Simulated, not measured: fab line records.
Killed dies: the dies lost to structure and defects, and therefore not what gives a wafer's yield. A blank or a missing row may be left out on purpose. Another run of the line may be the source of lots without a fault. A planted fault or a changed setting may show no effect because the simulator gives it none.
A struck lot beside a sound one || flow sky130 || 17 out of 708 route steps
Sound: the wafers L264.1, L264.4, L264.5. Struck: wafers L274.3, L274.5, L274.6. The cause is named last.
Order at every step that has rows: each side's tool, ch and its chambers, its first start. Under that, the readings that differ: sound wafers || struck wafers || difference of the means || sigmas: that difference in standard deviations of wafers without a fault.
alike: readings whose means differ by less than 2 such deviations, and words and numbers that are the same on both sides. not compared: withheld readings, readings that some wafer has no value for, bounds like >300 that may hide the same value, and numbers for which the record gives no deviation and whose values overlap.
A row with sigmas, a row that says differs or no value, or rows on one side alone: a step with any of these is where the two part. Numbers that have no deviation but don't overlap get no sigmas and don't part them. Lack of a reading on every wafer of one side parts them only where that side has two or more wafers.

SKY_LDD_P_OVL_MEAS_08:
  sound on overlay-02, day 22 10:23; struck on overlay-02, day 25 17:43
  alike: LDD_P_OVL
then, 1 step without rows for these wafers: SKY_LDD_P_IMPLANT_09.
SKY_LDD_P_STRIP_10: strips in O2/N2.
  sound on plasma_asher-04 ch 0,1, day 22 10:34; struck on plasma_asher-02 ch 0,1, day 25 17:56
  alike: chamber_pressure_mTorr, drypump_motor_current_A, oes_product_au, strip_time_to_endpoint_s
  not compared: rf_hours_counter_h
SKY_LDD_P_TW_MEAS_11:
  sound on film_metro-01, day 22 10:40; struck on film_metro-01, day 25 18:01
  alike: LDD_P_TW
then, 7 steps without rows for these wafers: SKY_LDD_HVN_DEHYDRATE_00 (time 60 s); SKY_LDD_HVN_HMDS_01 (prime time 60 s); SKY_LDD_HVN_COAT_02 (resist thk 300 nm); SKY_LDD_HVN_SOFTBAKE_03 (time 60 s); SKY_LDD_HVN_EXPOSE_04 (exposes mask HVNTM, target cd 700 nm); SKY_LDD_HVN_PEB_05; SKY_LDD_HVN_DEVELOP_06 (develop time 60 s).
SKY_LDD_HVN_OVL_MEAS_07:
  sound on overlay-01, day 23 22:40; struck on overlay-02, day 26 23:23
  alike: LDD_HVN_OVL
SKY_LDD_HVN_IMPLANT_08:
  sound on implanter-03 ch 0, day 23 22:43; struck on implanter-04 ch 0, day 26 23:27
{"reading": "beam_energy_keV", "sound": "60.019 60.010 59.995", "struck": "64.273 64.268 64.274", "difference": "+4.264", "sigmas": "+99 or more"}
{"reading": "model.implant.rp_nm (nm)", "sound": "53.45 53.45 53.45", "struck": "60.49 60.49 60.49", "difference": "+7.04", "sigmas": ""}
{"reading": "model.implant.drp_nm (nm)", "sound": "28.15 28.15 28.15", "struck": "29.9 29.9 29.9", "difference": "+1.8", "sigmas": ""}
SKY_LDD_HVN_STRIP_09: strips in O2/N2.
  sound on plasma_asher-02 ch 0,1, day 23 22:52; struck on plasma_asher-01 ch 0,1, day 26 23:35
  alike: chamber_pressure_mTorr, drypump_motor_current_A, oes_product_au, strip_time_to_endpoint_s
  not compared: rf_hours_counter_h
SKY_LDD_HVN_TW_MEAS_10:
  sound on film_metro-04, day 23 22:58; struck on film_metro-02, day 26 23:40
{"reading": "LDD_HVN_TW", "sound": "1435 1436 1434", "struck": "1454 1467 1459", "difference": "+25", "sigmas": "+4"}
then, 1 step without rows for these wafers: SKY_LDD_HVP_DEHYDRATE_00 (time 60 s).
-- record jumps: 23 days separate the struck wafers' starts on either side; left off in module LDD_HVP, taken up again in module PAD_OPEN, whose first shown step is the route's number 708 --
SKY_PAD_OPEN_PROBE_99:
  sound on prober-01, day 48 03:38; struck on prober-01, day 50 06:07
{"reading": "model.etest.tip_n_5v.rs_ohm_sq", "sound": "1429 1414 1433", "struck": "1356 1361 1362", "difference": -66, "sigmas": ""}
  alike: killed_at_M0_to_M3, killed_at_M4_up, killed_at_contacts, killed_at_front_end, killed_at_other, killed_dies, killed_on_rim, killed_open, killed_short

WHERE THEY PART
Last at SKY_LDD_HVN_TW_MEAS_10 as far as this record goes, first at SKY_LDD_HVN_IMPLANT_08. Later steps at which nothing parts them and some readings are alike: SKY_PAD_OPEN_PROBE_99.

WHY: what the simulator had put in
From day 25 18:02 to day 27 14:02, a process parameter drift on implanter-04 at SKY_LDD_HVN_IMPLANT_08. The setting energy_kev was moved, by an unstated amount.
